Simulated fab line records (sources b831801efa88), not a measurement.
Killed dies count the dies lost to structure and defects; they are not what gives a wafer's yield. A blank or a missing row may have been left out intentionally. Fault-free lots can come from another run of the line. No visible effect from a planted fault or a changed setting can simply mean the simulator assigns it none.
What tool caused it?    flow sky130    10 lots, 30 wafers sampled, at 3 steps of a route of 708

== WHAT THE GAUGES SHOWED, per wafer ==
SKY_LOCAL_INTERCONNECT_RS_MEAS_01: the measuring method here is four-point-probe.
lot   measured      on             LOCAL_INTERCONNECT_TIN_RS (ohm/sq)
L872  day 30 12:45  film_metro-01  14.08 14.07 13.84
L871  day 30 18:07  film_metro-04  13.90 14.02 13.97
L875  day 32 12:28  film_metro-01  13.02 12.95 12.98
L877  day 32 13:09  film_metro-01  12.93 13.04 13.06
L880  day 34 12:03  film_metro-04  14.10 14.39 14.24
L884  day 34 16:44  film_metro-03  14.11 14.00 14.12
L885  day 34 18:46  film_metro-04  14.13 14.15 13.98
L886  day 34 21:45  film_metro-04  14.12 14.25 14.03
L889  day 35 23:33  film_metro-01  14.28 14.18 14.37
L891  day 36 21:39  film_metro-01  14.24 14.17 14.20

== WHAT TOOL EACH LOT RAN ON (gives the tool, then ch and the chambers of the sampled wafers, and finally the start) ==
lot   SKY_SD_N_STRIP_11                     SKY_LOCAL_INTERCONNECT_SPUTTER_00
L872  plasma_asher-03 ch 1, day 29 05:11    pvd_sputter-02, day 30 12:40
L871  plasma_asher-04 ch 0, day 29 10:59    pvd_sputter-02, day 30 18:03
L875  plasma_asher-01 ch 0,1, day 31 05:30  pvd_sputter-02, day 32 12:24
L877  plasma_asher-03 ch 0,1, day 31 07:22  pvd_sputter-02, day 32 13:05
L880  plasma_asher-01 ch 0,1, day 33 07:01  pvd_sputter-01, day 34 11:59
L884  plasma_asher-03 ch 0,1, day 33 10:53  pvd_sputter-01, day 34 16:38
L885  plasma_asher-03 ch 0,1, day 33 13:55  pvd_sputter-01, day 34 18:41
L886  plasma_asher-04 ch 0,1, day 33 17:11  pvd_sputter-04, day 34 21:39
L889  plasma_asher-03 ch 0,1, day 34 18:43  pvd_sputter-01, day 35 23:27
L891  plasma_asher-03 ch 0,1, day 35 16:52  pvd_sputter-04, day 36 21:34
- SKY_SD_N_STRIP_11: strips in O2/N2.
- SKY_LOCAL_INTERCONNECT_SPUTTER_00: material TiN, target thk 100 nm, time 83.3 s.

== THE ANSWER, worked out from the rows above alone ==
Rule: what is usual is taken from the lots themselves. Put in order of their means at a reading, lots are off if they are a third of the lots or fewer, leave a main group of 4 or more, and stand apart from it by a gap of 3 or more times the standard deviation of the main group's means; of several such gaps the widest counts. The tables above print the reading to a certain number of digits; a main group whose means all agree to those digits is not used. A lot without any number at a reading at which 4 lots or more have one is off too. Where the step has rows for the other lots, those lots are counted as sound.
Off: L875, L877, seen at SKY_LOCAL_INTERCONNECT_RS_MEAS_01 (LOCAL_INTERCONNECT_TIN_RS). Mean 14.12 ohm/sq and standard deviation 0.11 in the main group.
If a tool, at a process step before that reading, ran all the lots that are off and no sound lot after the first of them, it fits. Those tools and the gauges at SKY_LOCAL_INTERCONNECT_RS_MEAS_01 are tried in the same way. One candidate fits, namely pvd_sputter-02 at SKY_LOCAL_INTERCONNECT_SPUTTER_00. Its last sound lot is L871 (day 30 18:03), its first lot that is off L875 (day 32 12:24): a fault that began between those two fits.

== WHAT HAD BEEN PUT IN BY THE SIMULATOR ==
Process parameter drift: pvd_sputter-02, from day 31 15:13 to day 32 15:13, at SKY_LOCAL_INTERCONNECT_SPUTTER_00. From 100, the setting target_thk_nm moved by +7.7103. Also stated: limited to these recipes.
Lots struck among those shown: L875, L877. This agrees with what the rule above found.
